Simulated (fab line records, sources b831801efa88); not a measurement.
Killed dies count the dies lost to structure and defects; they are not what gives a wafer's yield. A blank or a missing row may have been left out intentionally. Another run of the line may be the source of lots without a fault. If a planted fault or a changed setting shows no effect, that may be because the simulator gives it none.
fab line records	flow gf180mcu
record: lots: 24	wafers: 72	last-day: 34
route steps=602 shown HV_LDD@196 V2@405 M3@415 M4@470 MIM@505
lots untouched by any fault: they come from a run of this same line in which no faults occurred
start-h: hours from the record's first day to the start of the lot's first wafer shown	wait-h: how many hours have passed since the lot's step before this one	" same as the row above	L1.1+2: several wafers, shown together as one row	- value missing, or start not given	* or withheld: withheld	< > ~ a bound
route shown NAME@n: a module of which the file shows steps, and the number in the route of the first	usual: mean/standard deviation of fault-free wafers	same: alike in all rows	chamber/n: place in a boat	sites: readings site by site	_std_site: their standard deviation	_edge_site: inner sites' mean taken away from outer sites' mean	radius-mm: how far each site lies from the wafer's centre	mask NAME#n: copy n	behind: the last tool/chamber to shape the wafer	hold: why the lot was held/for how many hours/how that ended	device: the transistor (n, p or np) that didn't switch	end of line: the tests these same wafers got at the end of their route	step lacking rows: just its recipe	killed: at the first sort, the dies lost to defects and structure; wafer yield is something else	map: a wafer's dies, x killed, . not, _ none there
set.NAME: the run value of the setting; set.NAME@STEP: its run value at that earlier step	model.NAME: the simulator's own value behind a step, which no gauge read
route steps across a sampled set of lots; one table per step, one row per wafer
services: from which hour (start-h, from the record's first day; less than 0 if before it) a tool's chamber was out of use, for how many hours, and why
== steps ==
step: GF_HV_LDD_OVL_MEAS_20
usual: HV_LDD_01_OVL: -0.5/1.3
lot.wafer	tool	chamber	start-h	wait-h	HV_LDD_01_OVL[nm]
L074.4	overlay-01	-	235.31	0.1	1.7
L074.5	"	-	"	"	2.5
L074.6	"	-	"	"	1.5
L075.1	overlay-02	-	240.98	0.1	0.1
L075.3	"	-	"	"	-1.1
L075.6	"	-	"	"	-1.4
L076.1	overlay-01	-	247.55	0.1	-1.7
L076.3	"	-	"	"	-4.9
L076.4	"	-	"	"	-2.6
L077.2	overlay-02	-	261.80	0.1	1.2
L077.4	"	-	"	"	-0.5
L077.5	"	-	"	"	-0.5
L078.1	overlay-02	-	266.90	0.1	-0.6
L078.5	"	-	"	"	1.8
L078.6	"	-	"	"	0.1
L079.1	overlay-02	-	271.93	0.1	-1.6
L079.2	"	-	"	"	0.5
L079.3	"	-	"	"	-0.7
L080.1	overlay-02	-	281.10	0.1	-1.1
L080.3	"	-	"	"	-0.8
L080.4	"	-	"	"	0.1
L081.1	overlay-01	-	288.23	0.1	-1.0
L081.4	"	-	"	"	-0.4
L081.6	"	-	"	"	-1.3
L082.2	overlay-01	-	301.75	0.1	1.1
L082.3	"	-	"	"	0.8
L082.5	"	-	"	"	0.6
L083.2	overlay-02	-	302.05	0.1	0.3
L083.4	"	-	"	"	-0.6
L083.5	"	-	"	"	0.5
L084.1	overlay-01	-	309.79	0.1	1.2
L084.3	"	-	"	"	0.5
L084.4	"	-	"	"	1.8
L085.1	overlay-01	-	319.84	0.1	-1.6
L085.5	"	-	"	"	0.0
L085.6	"	-	"	"	-0.7
L086.1	overlay-01	-	327.15	0.1	-1.0
L086.3	"	-	"	"	-0.7
L086.5	"	-	"	"	-0.8
L087.3	overlay-01	-	335.51	0.1	-0.4
L087.4	"	-	"	"	-0.4
L087.6	"	-	"	"	-0.5
L088.1	overlay-02	-	345.74	0.1	-0.8
L088.3	"	-	"	"	0.2
L088.6	"	-	"	"	-0.1
L089.1	overlay-02	-	355.88	0.1	-0.1
L089.3	"	-	"	"	0.8
L089.6	"	-	"	"	0.8
L090.2	overlay-02	-	356.22	0.1	-0.4
L090.4	"	-	"	"	0.8
L090.6	"	-	"	"	-0.7
L091.1	overlay-02	-	366.58	0.1	-2.9
L091.3	"	-	"	"	-1.3
L091.4	"	-	"	"	-1.6
L092.2	overlay-01	-	374.20	0.1	-1.0
L092.5	"	-	"	"	-0.3
L092.6	"	-	"	"	-1.0
L093.2	overlay-01	-	378.48	0.1	-2.4
L093.3	"	-	"	"	-1.3
L093.6	"	-	"	"	-2.1
L094.4	overlay-02	-	385.85	0.1	-2.5
L094.5	"	-	"	"	-2.0
L094.6	"	-	"	"	-1.3
L095.2	overlay-02	-	395.23	0.1	-2.2
L095.4	"	-	"	"	-0.8
L095.6	"	-	"	"	0.3
L096.4	overlay-02	-	404.61	0.1	-0.4
L096.5	"	-	"	"	-1.6
L096.6	"	-	"	"	-1.8
L097.1	overlay-01	-	410.33	0.1	-1.9
L097.3	"	-	"	"	-1.5
L097.5	"	-	"	"	-2.3
step: GF_V2_CVD_23
recipe: material: W	target-thk-nm: 350	time-s: 104.94	temp-c: 400	pressure-torr: 40
usual: heater-power-w: 817/46
lot.wafer	tool	chamber	start-h	wait-h	heater-power-w	since-wet-clean-h
L074.4	cvd-w-02	0	461.57	0.1	777	-
L074.5	"	0	"	"	763	-
L074.6	"	1	"	"	809	-
L075.1	cvd-w-02	1	471.80	0.0	803	68
L075.3	"	1	"	"	791	-
L075.6	"	1	"	"	794	-
L076.1	cvd-w-01	1	478.61	0.0	875	575
L076.3	"	1	"	"	853	-
L076.4	"	0	"	"	894	-
L077.2	cvd-w-02	0	495.43	0.0	772	91
L077.4	"	1	"	"	797	-
L077.5	"	0	"	"	746	-
L078.1	cvd-w-02	1	503.13	0.0	798	99
L078.5	"	1	"	"	799	-
L078.6	"	0	"	"	784	-
L079.1	cvd-w-01	0	508.52	0.0	880	605
L079.2	"	1	"	"	820	605
L079.3	"	0	"	"	867	-
L080.1	cvd-w-02	0	519.19	0.0	756	115
L080.3	"	1	"	"	797	-
L080.4	"	0	"	"	765	-
L081.1	cvd-w-02	0	526.87	0.0	739	123
L081.4	"	0	"	"	761	-
L081.6	"	0	"	"	754	-
L082.2	cvd-w-02	1	540.99	0.0	796	137
L082.3	"	0	"	"	732	-
L082.5	"	0	"	"	766	-
L083.2	cvd-w-02	0	542.71	0.0	747	139
L083.4	"	1	"	"	804	-
L083.5	"	0	"	"	759	-
L084.1	cvd-w-01	1	553.70	0.0	847	650
L084.3	"	0	"	"	883	-
L084.4	"	1	"	"	864	-
L085.1	cvd-w-02	1	562.45	0.0	818	158
L085.5	"	0	"	"	748	-
L085.6	"	1	"	"	794	-
L086.1	cvd-w-01	0	570.87	0.0	880	667
L086.3	"	0	"	"	890	-
L086.5	"	1	"	"	869	-
L087.3	cvd-w-01	1	579.18	0.1	819	-
L087.4	"	0	"	"	885	-
L087.6	"	1	"	"	840	-
L088.1	cvd-w-01	1	588.76	0.0	878	685
L088.3	"	0	"	"	870	-
L088.6	"	0	"	"	888	-
L089.1	cvd-w-01	0	599.87	0.0	883	696
L089.3	"	1	"	"	866	-
L089.6	"	0	"	"	877	-
L090.2	cvd-w-01	0	600.65	0.0	870	697
L090.4	"	0	"	"	873	-
L090.6	"	1	"	"	873	-
L091.1	cvd-w-01	1	609.14	0.0	851	705
L091.3	"	1	"	"	843	-
L091.4	"	0	"	"	896	-
L092.2	cvd-w-02	0	617.82	0.0	761	214
L092.5	"	0	"	"	766	-
L092.6	"	1	"	"	817	-
L093.2	cvd-w-01	0	619.79	0.0	870	716
L093.3	"	0	"	"	859	-
L093.6	"	1	"	"	835	-
L094.4	cvd-w-02	1	627.58	0.1	808	-
L094.5	"	0	"	"	749	-
L094.6	"	1	"	"	820	-
L095.2	cvd-w-02	0	636.47	0.0	754	232
L095.4	"	1	"	"	822	-
L095.6	"	0	"	"	775	-
L096.4	cvd-w-02	1	642.75	0.1	814	-
L096.5	"	1	"	"	810	-
L096.6	"	0	"	"	736	-
L097.1	cvd-w-02	1	647.36	0.0	815	243
L097.3	"	1	"	"	813	-
L097.5	"	0	"	"	786	-
step: GF_M3_THK_MEAS_06
recipe: thk-meas-gauge: xrf	reads: AlCu_of_M3_SPUTTER_02
usual: M3_ALCU_THK: 454/5.1
lot.wafer	tool	chamber	start-h	wait-h	M3_ALCU_THK[nm]
L074.4	film-metro-01	-	462.50	0.1	454
L074.5	"	-	"	"	454
L074.6	"	-	"	"	460
L075.1	film-metro-02	-	472.73	0.1	456
L075.3	"	-	"	"	461
L075.6	"	-	"	"	454
L076.1	film-metro-01	-	479.54	0.1	450
L076.3	"	-	"	"	454
L076.4	"	-	"	"	453
L077.2	film-metro-02	-	496.38	0.1	466
L077.4	"	-	"	"	461
L077.5	"	-	"	"	463
L078.1	film-metro-01	-	504.07	0.1	443
L078.5	"	-	"	"	450
L078.6	"	-	"	"	450
L079.1	film-metro-03	-	509.45	0.1	450
L079.2	"	-	"	"	450
L079.3	"	-	"	"	448
L080.1	film-metro-02	-	520.12	0.1	452
L080.3	"	-	"	"	454
L080.4	"	-	"	"	453
L081.1	film-metro-03	-	527.81	0.1	451
L081.4	"	-	"	"	453
L081.6	"	-	"	"	452
L082.2	film-metro-01	-	541.93	0.1	451
L082.3	"	-	"	"	452
L082.5	"	-	"	"	451
L083.2	film-metro-03	-	543.65	0.1	454
L083.4	"	-	"	"	456
L083.5	"	-	"	"	457
L084.1	film-metro-01	-	554.63	0.1	451
L084.3	"	-	"	"	452
L084.4	"	-	"	"	450
L085.1	film-metro-02	-	563.59	0.1	455
L085.5	"	-	"	"	461
L085.6	"	-	"	"	451
L086.1	film-metro-03	-	571.80	0.1	461
L086.3	"	-	"	"	455
L086.5	"	-	"	"	455
L087.3	film-metro-01	-	580.10	0.1	448
L087.4	"	-	"	"	454
L087.6	"	-	"	"	450
L088.1	film-metro-02	-	589.69	0.1	457
L088.3	"	-	"	"	452
L088.6	"	-	"	"	452
L089.1	film-metro-02	-	600.81	0.1	456
L089.3	"	-	"	"	454
L089.6	"	-	"	"	451
L090.2	film-metro-02	-	601.59	0.1	460
L090.4	"	-	"	"	464
L090.6	"	-	"	"	462
L091.1	film-metro-03	-	610.07	0.1	456
L091.3	"	-	"	"	456
L091.4	"	-	"	"	455
L092.2	film-metro-01	-	618.77	0.1	453
L092.5	"	-	"	"	457
L092.6	"	-	"	"	459
L093.2	film-metro-02	-	620.75	0.1	456
L093.3	"	-	"	"	458
L093.6	"	-	"	"	457
L094.4	film-metro-03	-	628.50	0.1	445
L094.5	"	-	"	"	448
L094.6	"	-	"	"	449
L095.2	film-metro-02	-	637.42	0.1	466
L095.4	"	-	"	"	466
L095.6	"	-	"	"	464
L096.4	film-metro-03	-	643.67	0.1	446
L096.5	"	-	"	"	449
L096.6	"	-	"	"	448
L097.1	film-metro-03	-	648.30	0.1	463
L097.3	"	-	"	"	459
L097.5	"	-	"	"	460
step: GF_M3_CD_MEAS_14
recipe: target-cd-nm: 280
usual: cd-nm: 280.1/1.4
lot.wafer	tool	chamber	start-h	wait-h	cd-nm
L074.4	cd-sem-02	-	486.28	0.1	276.7
L074.5	"	-	"	"	277.0
L074.6	"	-	"	"	276.3
L075.1	cd-sem-01	-	496.50	0.1	281.2
L075.3	"	-	"	"	280.9
L075.6	"	-	"	"	280.7
L076.1	cd-sem-01	-	502.92	0.1	279.4
L076.3	"	-	"	"	279.5
L076.4	"	-	"	"	279.1
L077.2	cd-sem-01	-	519.84	0.1	281.1
L077.4	"	-	"	"	280.4
L077.5	"	-	"	"	281.4
L078.1	cd-sem-02	-	526.65	0.1	281.4
L078.5	"	-	"	"	280.7
L078.6	"	-	"	"	281.8
L079.1	cd-sem-02	-	532.95	0.1	280.3
L079.2	"	-	"	"	279.3
L079.3	"	-	"	"	280.0
L080.1	cd-sem-01	-	542.92	0.1	279.3
L080.3	"	-	"	"	279.6
L080.4	"	-	"	"	279.7
L081.1	cd-sem-01	-	550.50	0.1	281.7
L081.4	"	-	"	"	281.1
L081.6	"	-	"	"	281.6
L082.2	cd-sem-01	-	564.02	0.1	280.9
L082.3	"	-	"	"	280.7
L082.5	"	-	"	"	281.6
L083.2	cd-sem-02	-	565.32	0.1	278.8
L083.4	"	-	"	"	279.6
L083.5	"	-	"	"	280.4
L084.1	cd-sem-01	-	576.27	0.1	280.4
L084.3	"	-	"	"	280.1
L084.4	"	-	"	"	278.6
L085.1	cd-sem-02	-	584.84	0.2	277.1
L085.5	"	-	"	"	278.4
L085.6	"	-	"	"	278.9
L086.1	cd-sem-02	-	592.61	0.1	280.8
L086.3	"	-	"	"	280.2
L086.5	"	-	"	"	280.6
L087.3	cd-sem-01	-	601.05	0.1	280.2
L087.4	"	-	"	"	280.5
L087.6	"	-	"	"	280.1
L088.1	cd-sem-02	-	610.51	0.1	281.0
L088.3	"	-	"	"	280.2
L088.6	"	-	"	"	281.6
L089.1	cd-sem-01	-	621.15	0.1	280.0
L089.3	"	-	"	"	279.1
L089.6	"	-	"	"	279.3
L090.2	cd-sem-01	-	622.14	0.1	281.0
L090.4	"	-	"	"	280.6
L090.6	"	-	"	"	280.4
L091.1	cd-sem-02	-	629.62	0.1	281.6
L091.3	"	-	"	"	281.3
L091.4	"	-	"	"	281.3
L092.2	cd-sem-02	-	638.67	0.1	281.8
L092.5	"	-	"	"	280.8
L092.6	"	-	"	"	280.9
L093.2	cd-sem-02	-	640.97	0.1	277.5
L093.3	"	-	"	"	277.7
L093.6	"	-	"	"	277.5
L094.4	cd-sem-02	-	648.71	0.1	279.1
L094.5	"	-	"	"	279.0
L094.6	"	-	"	"	279.6
L095.2	cd-sem-02	-	657.42	0.1	278.4
L095.4	"	-	"	"	280.1
L095.6	"	-	"	"	277.6
L096.4	cd-sem-02	-	663.33	0.1	282.1
L096.5	"	-	"	"	282.4
L096.6	"	-	"	"	283.7
L097.1	cd-sem-02	-	667.85	0.1	281.4
L097.3	"	-	"	"	281.9
L097.5	"	-	"	"	281.2
step: GF_M4_CD_MEAS_14
recipe: target-cd-nm: 280
usual: cd-nm: 280.3/1.2
lot.wafer	tool	chamber	start-h	wait-h	cd-nm
L074.4	cd-sem-01	-	536.03	0.1	281.4
L074.5	"	-	"	"	279.9
L074.6	"	-	"	"	280.4
L075.1	cd-sem-01	-	546.31	0.1	280.8
L075.3	"	-	"	"	280.4
L075.6	"	-	"	"	280.9
L076.1	cd-sem-01	-	552.51	0.1	282.1
L076.3	"	-	"	"	281.6
L076.4	"	-	"	"	282.6
L077.2	cd-sem-01	-	567.78	0.1	281.1
L077.4	"	-	"	"	281.2
L077.5	"	-	"	"	280.0
L078.1	cd-sem-01	-	574.91	0.1	279.8
L078.5	"	-	"	"	280.2
L078.6	"	-	"	"	279.8
L079.1	cd-sem-02	-	581.17	0.1	280.7
L079.2	"	-	"	"	280.2
L079.3	"	-	"	"	279.5
L080.1	cd-sem-01	-	589.55	0.1	282.9
L080.3	"	-	"	"	282.3
L080.4	"	-	"	"	283.4
L081.1	cd-sem-01	-	595.92	0.1	279.2
L081.4	"	-	"	"	277.9
L081.6	"	-	"	"	277.5
L082.2	cd-sem-02	-	609.58	0.1	280.0
L082.3	"	-	"	"	278.6
L082.5	"	-	"	"	279.8
L083.2	cd-sem-02	-	611.34	0.1	279.9
L083.4	"	-	"	"	280.1
L083.5	"	-	"	"	279.8
L084.1	cd-sem-02	-	622.07	0.1	279.0
L084.3	"	-	"	"	280.5
L084.4	"	-	"	"	280.1
L085.1	cd-sem-02	-	629.26	0.1	279.3
L085.5	"	-	"	"	281.2
L085.6	"	-	"	"	279.7
L086.1	cd-sem-02	-	636.45	0.1	279.4
L086.3	"	-	"	"	279.1
L086.5	"	-	"	"	279.5
L087.3	cd-sem-02	-	644.84	0.1	280.1
L087.4	"	-	"	"	280.6
L087.6	"	-	"	"	281.0
L088.1	cd-sem-01	-	653.07	0.1	281.1
L088.3	"	-	"	"	280.0
L088.6	"	-	"	"	278.9
L089.1	cd-sem-01	-	663.60	0.1	279.5
L089.3	"	-	"	"	279.9
L089.6	"	-	"	"	280.2
L090.2	cd-sem-02	-	665.02	0.1	279.6
L090.4	"	-	"	"	280.5
L090.6	"	-	"	"	279.7
L091.1	cd-sem-02	-	671.65	0.1	278.3
L091.3	"	-	"	"	277.4
L091.4	"	-	"	"	278.6
L092.2	cd-sem-02	-	680.87	0.1	280.9
L092.5	"	-	"	"	281.8
L092.6	"	-	"	"	281.4
L093.2	cd-sem-01	-	683.82	0.1	280.7
L093.3	"	-	"	"	280.0
L093.6	"	-	"	"	280.2
L094.4	cd-sem-01	-	689.96	0.1	279.7
L094.5	"	-	"	"	279.7
L094.6	"	-	"	"	278.7
L095.2	cd-sem-02	-	698.77	0.1	281.8
L095.4	"	-	"	"	281.7
L095.6	"	-	"	"	281.2
L096.4	cd-sem-02	-	704.96	0.1	282.2
L096.5	"	-	"	"	281.8
L096.6	"	-	"	"	282.2
L097.1	cd-sem-02	-	708.75	0.1	279.7
L097.3	"	-	"	"	278.8
L097.5	"	-	"	"	279.7
step: GF_MIM_SPUTTER_02
recipe: material: AlCu	target-thk-nm: 450	power-w: 10600	time-s: 23.9	chamber-pressure-pa: 0.4
usual: throttle-valve-pct: 29.7/0.8
lot.wafer	tool	chamber	start-h	wait-h	throttle-valve-pct
L074.4	pvd-sputter-03	-	561.76	0.0	29.6
L074.5	"	-	"	"	29.5
L074.6	"	-	"	"	29.6
L075.1	pvd-sputter-03	-	572.54	0.0	29.6
L075.3	"	-	"	"	29.7
L075.6	"	-	"	"	29.6
L076.1	pvd-sputter-01	-	578.32	0.0	28.7
L076.3	"	-	"	"	31.1
L076.4	"	-	"	"	28.7
L077.2	pvd-sputter-04	-	592.35	0.0	29.3
L077.4	"	-	"	"	30.0
L077.5	"	-	"	"	31.3
L078.1	pvd-sputter-04	-	599.30	0.0	30.7
L078.5	"	-	"	"	29.9
L078.6	"	-	"	"	31.3
L079.1	pvd-sputter-01	-	605.92	0.0	28.7
L079.2	"	-	"	"	31.5
L079.3	"	-	"	"	29.4
L080.1	pvd-sputter-01	-	613.52	0.0	28.8
L080.3	"	-	"	"	28.9
L080.4	"	-	"	"	31.3
L081.1	pvd-sputter-01	-	619.80	0.0	28.8
L081.4	"	-	"	"	29.6
L081.6	"	-	"	"	29.4
L082.2	pvd-sputter-01	-	632.15	0.0	31.0
L082.3	"	-	"	"	28.6
L082.5	"	-	"	"	31.1
L083.2	pvd-sputter-01	-	634.71	0.0	28.8
L083.4	"	-	"	"	28.5
L083.5	"	-	"	"	28.9
L084.1	pvd-sputter-03	-	645.45	0.0	29.6
L084.3	"	-	"	"	29.6
L084.4	"	-	"	"	29.9
L085.1	pvd-sputter-03	-	652.13	0.0	30.0
L085.5	"	-	"	"	29.6
L085.6	"	-	"	"	29.3
L086.1	pvd-sputter-04	-	660.24	0.0	29.3
L086.3	"	-	"	"	29.9
L086.5	"	-	"	"	31.5
L087.3	pvd-sputter-03	-	667.81	0.0	29.1
L087.4	"	-	"	"	30.1
L087.6	"	-	"	"	29.7
L088.1	pvd-sputter-04	-	675.10	0.0	31.4
L088.3	"	-	"	"	29.6
L088.6	"	-	"	"	29.7
L089.1	pvd-sputter-03	-	686.37	0.0	30.1
L089.3	"	-	"	"	29.9
L089.6	"	-	"	"	29.6
L090.2	pvd-sputter-03	-	687.41	0.0	29.9
L090.4	"	-	"	"	29.8
L090.6	"	-	"	"	29.6
L091.1	pvd-sputter-03	-	693.55	0.0	29.8
L091.3	"	-	"	"	29.7
L091.4	"	-	"	"	30.1
L092.2	pvd-sputter-01	-	702.51	0.0	28.7
L092.5	"	-	"	"	28.6
L092.6	"	-	"	"	30.9
L093.2	pvd-sputter-01	-	705.71	0.0	28.8
L093.3	"	-	"	"	29.5
L093.6	"	-	"	"	29.4
L094.4	pvd-sputter-03	-	711.57	0.0	29.2
L094.5	"	-	"	"	29.2
L094.6	"	-	"	"	29.8
L095.2	pvd-sputter-03	-	720.10	0.0	29.9
L095.4	"	-	"	"	29.6
L095.6	"	-	"	"	29.5
L096.4	pvd-sputter-01	-	726.03	0.0	28.4
L096.5	"	-	"	"	29.5
L096.6	"	-	"	"	30.9
L097.1	pvd-sputter-01	-	729.32	0.0	29.5
L097.3	"	-	"	"	31.0
L097.5	"	-	"	"	31.1
== services ==
tool	chamber	start-h	hours	kind
pvd-sputter-03	-	483.64	0.6	repair
cvd-w-02	1	490.43	4.0	repair
pvd-sputter-01	0	490.94	-	consumable-replace:kit
pvd-sputter-01	0	490.94	18.0	scheduled-down
pvd-sputter-01	0	490.94	18.0	vent-cycle
pvd-sputter-03	-	509.36	3.0	repair
pvd-sputter-04	2	532.22	-	consumable-replace:kit
pvd-sputter-04	-	546.42	4.4	repair
pvd-sputter-03	2	563.18	-	consumable-replace:kit
pvd-sputter-03	2	563.18	18.0	scheduled-down
pvd-sputter-03	2	563.18	18.0	vent-cycle
pvd-sputter-04	-	567.73	5.6	repair
pvd-sputter-03	-	571.17	1.1	repair
cvd-w-02	1	580.35	2.1	repair
pvd-sputter-03	-	584.68	3.8	repair
cvd-w-02	-	588.57	28.9	repair
cvd-w-01	-	626.63	14.6	pm
cvd-w-01	-	641.23	2.8	pm
pvd-sputter-01	3	641.47	-	consumable-replace:kit
pvd-sputter-01	3	641.47	18.0	scheduled-down
pvd-sputter-01	3	641.47	18.0	vent-cycle
pvd-sputter-01	-	652.78	1.7	repair
pvd-sputter-01	-	653.02	34.4	repair
pvd-sputter-04	-	665.37	3.4	repair
== key ==
fault none
